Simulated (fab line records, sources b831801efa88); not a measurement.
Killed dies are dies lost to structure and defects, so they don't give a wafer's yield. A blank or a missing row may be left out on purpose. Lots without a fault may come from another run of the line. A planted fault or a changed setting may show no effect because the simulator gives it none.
Problem report in the 8D (eight disciplines) form, filled by code | flow sky130 | the parts of the form that need people (team, actions taken, sign-off) are left out

1. THE PROBLEM
POLY_GATE_CVD_00_THK at SKY_POLY_GATE_THK_MEAS_01 reads a mean of 134.5 nm on 6 wafers of 2 lots; wafers without a fault read 180.8 nm with a standard deviation of 1.8. That is -26 standard deviations from the usual mean.
First seen on wafer L564.1, day 18 21:23, on film_metro-01. The record holds 30 wafers of 10 lots with a number at this step. Rule for "out", or "out of limits": more than 4 standard deviations from the usual mean. The other wafers with a number count as sound.

2. WHAT IT IS AND WHAT IT IS NOT
question                    | is                           | is not
which readings at this step | POLY_GATE_CVD_00_THK         | -
which lots                  | L564, L565                   | L551, L554, L555, L559, L560, L561, L573, L574
which wafers of those lots  | all that have a number       | -
read on which gauges        | film_metro-01, film_metro-02 | film_metro-03
when                        | from day 18 21:23            | up to then (18 sound wafers); but 6 sound wafers of L573, L574 came after

3. SUSPECTS, AND WHAT RULES EACH OUT
Counting: a tool at a process step up to the reading stays a suspect if it ran every lot that is out and no sound lot after the first of them.
- the gauge at SKY_POLY_GATE_THK_MEAS_01: ruled out. The wafers that are out were read on 2 gauges (film_metro-01, film_metro-02).
- plasma_asher-01 at SKY_VT_ADJUST_PCH_STRIP_09 (strips in O2/N2): kept. It ran every lot that is out, first L564 (day 14 18:15), and no sound lot after that; its last sound lot up to then is L561 (day 13 10:02).
- lpcvd-01 at SKY_POLY_GATE_CVD_00 (deposits poly-Si, target thk 180 nm, time 720 s): ruled out as a lasting fault. Sound lots L573, L574 ran on it after its first lot that is out, L564 (day 18 20:11).
Left after counting: plasma_asher-01 at SKY_VT_ADJUST_PCH_STRIP_09.

4. THE CAUSE (what the simulator had put in)
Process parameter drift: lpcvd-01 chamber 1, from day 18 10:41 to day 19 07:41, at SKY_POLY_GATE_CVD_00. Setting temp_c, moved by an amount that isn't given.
Counting ruled it out, wrongly: the rule takes a fault to strike every lot that its tool runs from its start on, and this one did not.

5. THE CHAIN OF EFFECTS, in route order
Each row: a reading whose mean over the struck wafers that have a number lies more than 3 standard deviations from the usual. Only readings for which the record gives a usual standard deviation are gone through. hours: the time from each lot's start at the first step in this table that gives one to its start at this step, as a median over the lots. sigmas: the change in usual standard deviations.
hours | step                      | reading              | usual      | on struck wafers | change | sigmas
0     | SKY_POLY_GATE_CVD_00      | spike_tc_bottom_C    | 639.8 C    | 627.8            | -12.0  | -10
0     | SKY_POLY_GATE_CVD_00      | spike_tc_centre_C    | 620.4 C    | 608.1            | -12.3  | -12
0     | SKY_POLY_GATE_CVD_00      | spike_tc_lower_C     | 621.2 C    | 609.1            | -12.1  | -12
0     | SKY_POLY_GATE_CVD_00      | spike_tc_top_C       | 636.6 C    | 626.0            | -10.6  | -5.3
0     | SKY_POLY_GATE_CVD_00      | spike_tc_upper_C     | 619.8 C    | 607.5            | -12.3  | -12
0     | SKY_POLY_GATE_CVD_00      | zone_power_upper_pct | 8.80 %     | 8.46             | -0.34  | -3.4
1     | SKY_POLY_GATE_THK_MEAS_01 | POLY_GATE_CVD_00_THK | 180.8 nm   | 134.5            | -46.3  | -26
65    | SKY_POLY_GATE_ETCH_17     | oes_product_au       | 0.986 a.u. | 0.814            | -0.172 | -19
The process steps in it:
- SKY_POLY_GATE_CVD_00: deposits poly-Si, target thk 180 nm, time 720 s.
- SKY_POLY_GATE_ETCH_17: etches poly-Si in HBr/Cl2, stops on SiO2, target depth 180 nm, time 70.5 s.

6. WHAT WOULD HAVE CAUGHT IT SOONER
In this record the first reading out of limits at a measuring or inspecting step was taken at day 18 21:23, 11 hours after the fault began at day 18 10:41.
The tool's own readings at SKY_POLY_GATE_CVD_00 were out on every struck wafer that the step has a row for (spike_tc_bottom_C, spike_tc_centre_C, spike_tc_lower_C, spike_tc_top_C, spike_tc_upper_C): an alarm limit on them would have fired on the first of those.
